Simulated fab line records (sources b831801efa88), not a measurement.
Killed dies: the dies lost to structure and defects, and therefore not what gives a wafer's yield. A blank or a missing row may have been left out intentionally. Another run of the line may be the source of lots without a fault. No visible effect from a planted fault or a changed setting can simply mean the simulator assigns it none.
Lot-split experiment / flow gf180mcu / 23 wafers read from 5 lots, route of 602 steps

THE SPLIT
At GF_V2_SPUTTER_22 (material TiN, target thk 10 nm, time 40 s), the setting time s was moved away from the recipe's 40 s on 7 of the 23 wafers read, by -10.9% to +7.0%. The other wafers ran this setting at the recipe's value.

The reading is taken at the split's own step.

THE READING
TiN_of_V2_SPUTTER_22.thk nm (the simulator's own value, which no gauge read), in nm, at GF_V2_SPUTTER_22 (material TiN, target thk 10 nm, time 40 s). No usual value for it is given in the file. Across the 16 wafers here that went through the recipe, the average is 10.131 nm and the standard deviation 0.13 nm.

wafer=L075.1; tool, chamber at the split=pvd sputter-04, -; time s as run, s=42.8; against the recipe=+7.0%; TiN_of_V2_SPUTTER_22.thk nm, nm=10.97; against lot-mates on the recipe=+0.853
wafer=L075.2; tool, chamber at the split=pvd sputter-04, -; time s as run, s=42.8; against the recipe=+7.0%; TiN_of_V2_SPUTTER_22.thk nm, nm=10.92; against lot-mates on the recipe=+0.803
wafer=L075.3; tool, chamber at the split=pvd sputter-04, -; time s as run, s=40; against the recipe=recipe; TiN_of_V2_SPUTTER_22.thk nm, nm=10.15; against lot-mates on the recipe=-
wafer=L075.5; tool, chamber at the split=pvd sputter-04, -; time s as run, s=40; against the recipe=recipe; TiN_of_V2_SPUTTER_22.thk nm, nm=10.19; against lot-mates on the recipe=-
wafer=L075.6; tool, chamber at the split=pvd sputter-04, -; time s as run, s=40; against the recipe=recipe; TiN_of_V2_SPUTTER_22.thk nm, nm=10.01; against lot-mates on the recipe=-
wafer=L077.1; tool, chamber at the split=pvd sputter-04, -; time s as run, s=40; against the recipe=recipe; TiN_of_V2_SPUTTER_22.thk nm, nm=10.29; against lot-mates on the recipe=-
wafer=L077.2; tool, chamber at the split=pvd sputter-04, -; time s as run, s=40; against the recipe=recipe; TiN_of_V2_SPUTTER_22.thk nm, nm=10.14; against lot-mates on the recipe=-
wafer=L077.4; tool, chamber at the split=pvd sputter-04, -; time s as run, s=35.66; against the recipe=-10.9%; TiN_of_V2_SPUTTER_22.thk nm, nm=8.792; against lot-mates on the recipe=-1.333
wafer=L077.5; tool, chamber at the split=pvd sputter-04, -; time s as run, s=40; against the recipe=recipe; TiN_of_V2_SPUTTER_22.thk nm, nm=9.945; against lot-mates on the recipe=-
wafer=L077.6; tool, chamber at the split=pvd sputter-04, -; time s as run, s=35.66; against the recipe=-10.9%; TiN_of_V2_SPUTTER_22.thk nm, nm=9.122; against lot-mates on the recipe=-1.003
wafer=L076.1; tool, chamber at the split=pvd sputter-04, -; time s as run, s=40; against the recipe=recipe; TiN_of_V2_SPUTTER_22.thk nm, nm=10.1; against lot-mates on the recipe=-
wafer=L076.2; tool, chamber at the split=pvd sputter-04, -; time s as run, s=40; against the recipe=recipe; TiN_of_V2_SPUTTER_22.thk nm, nm=9.995; against lot-mates on the recipe=-
wafer=L076.3; tool, chamber at the split=pvd sputter-04, -; time s as run, s=40; against the recipe=recipe; TiN_of_V2_SPUTTER_22.thk nm, nm=10.08; against lot-mates on the recipe=-
wafer=L076.4; tool, chamber at the split=pvd sputter-04, -; time s as run, s=40; against the recipe=recipe; TiN_of_V2_SPUTTER_22.thk nm, nm=10.19; against lot-mates on the recipe=-
wafer=L076.5; tool, chamber at the split=pvd sputter-04, -; time s as run, s=40; against the recipe=recipe; TiN_of_V2_SPUTTER_22.thk nm, nm=10.01; against lot-mates on the recipe=-
wafer=L082.1; tool, chamber at the split=pvd sputter-02, -; time s as run, s=40; against the recipe=recipe; TiN_of_V2_SPUTTER_22.thk nm, nm=10.32; against lot-mates on the recipe=-
wafer=L082.2; tool, chamber at the split=pvd sputter-02, -; time s as run, s=40; against the recipe=recipe; TiN_of_V2_SPUTTER_22.thk nm, nm=10.35; against lot-mates on the recipe=-
wafer=L082.5; tool, chamber at the split=pvd sputter-02, -; time s as run, s=40; against the recipe=recipe; TiN_of_V2_SPUTTER_22.thk nm, nm=10.31; against lot-mates on the recipe=-
wafer=L084.1; tool, chamber at the split=pvd sputter-02, -; time s as run, s=35.81; against the recipe=-10.5%; TiN_of_V2_SPUTTER_22.thk nm, nm=8.911; against lot-mates on the recipe=-1.099
wafer=L084.2; tool, chamber at the split=pvd sputter-02, -; time s as run, s=35.81; against the recipe=-10.5%; TiN_of_V2_SPUTTER_22.thk nm, nm=8.849; against lot-mates on the recipe=-1.161
wafer=L084.3; tool, chamber at the split=pvd sputter-02, -; time s as run, s=40; against the recipe=recipe; TiN_of_V2_SPUTTER_22.thk nm, nm=10.02; against lot-mates on the recipe=-
wafer=L084.5; tool, chamber at the split=pvd sputter-02, -; time s as run, s=40; against the recipe=recipe; TiN_of_V2_SPUTTER_22.thk nm, nm=10; against lot-mates on the recipe=-
wafer=L084.6; tool, chamber at the split=pvd sputter-02, -; time s as run, s=35.81; against the recipe=-10.5%; TiN_of_V2_SPUTTER_22.thk nm, nm=8.981; against lot-mates on the recipe=-1.029

FIT RESULTS
A straight line over all 23 wafers: TiN_of_V2_SPUTTER_22.thk nm changes by +0.114 nm for each +1% of time s; r = +0.98; the points scatter about the line by 0.13 nm.
The same after taking each lot's own level away (the mean of its wafers on the recipe; 23 wafers): +0.108 nm for each +1%; r = +0.99; scatter 0.092 nm.
According to that fit, moving time s by its largest amount changes the reading by 1.2 nm.
The span of the lots' own levels, 10.0100 to 10.3267 nm, comes to 2.5 times the standard deviation stated above.
So the lot-to-lot level changes the slope little: the two slopes agree.
Check: -1.13 nm against its lot-mates is what the line predicts for one of the wafers moved furthest among these (-10.9%) when that wafer is left out of the fit. Against them it came out at -1.33 nm.

OTHER SPLITS APPLIED TO THESE WAFERS
These wafers also went through other splits before the reading. Each is held against what the fit with the lots' levels taken away leaves over:
other split on the same wafers=GF_M2_SPUTTER_02 power w; wafers away from the commonest value=6; r with TiN_of_V2_SPUTTER_22.thk nm (lot level and that fit taken away)=-0.06
other split on the same wafers=GF_V2_COAT_09 resist thk nm; wafers away from the commonest value=9; r with TiN_of_V2_SPUTTER_22.thk nm (lot level and that fit taken away)=-0.52
other split on the same wafers=GF_V2_SOFTBAKE_10 time s; wafers away from the commonest value=9; r with TiN_of_V2_SPUTTER_22.thk nm (lot level and that fit taken away)=+0.04

THE FILE'S OWN FIT
TiN_of_V2_SPUTTER_22.thk nm changes by +0.108 nm for each +1% of time s, r = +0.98.
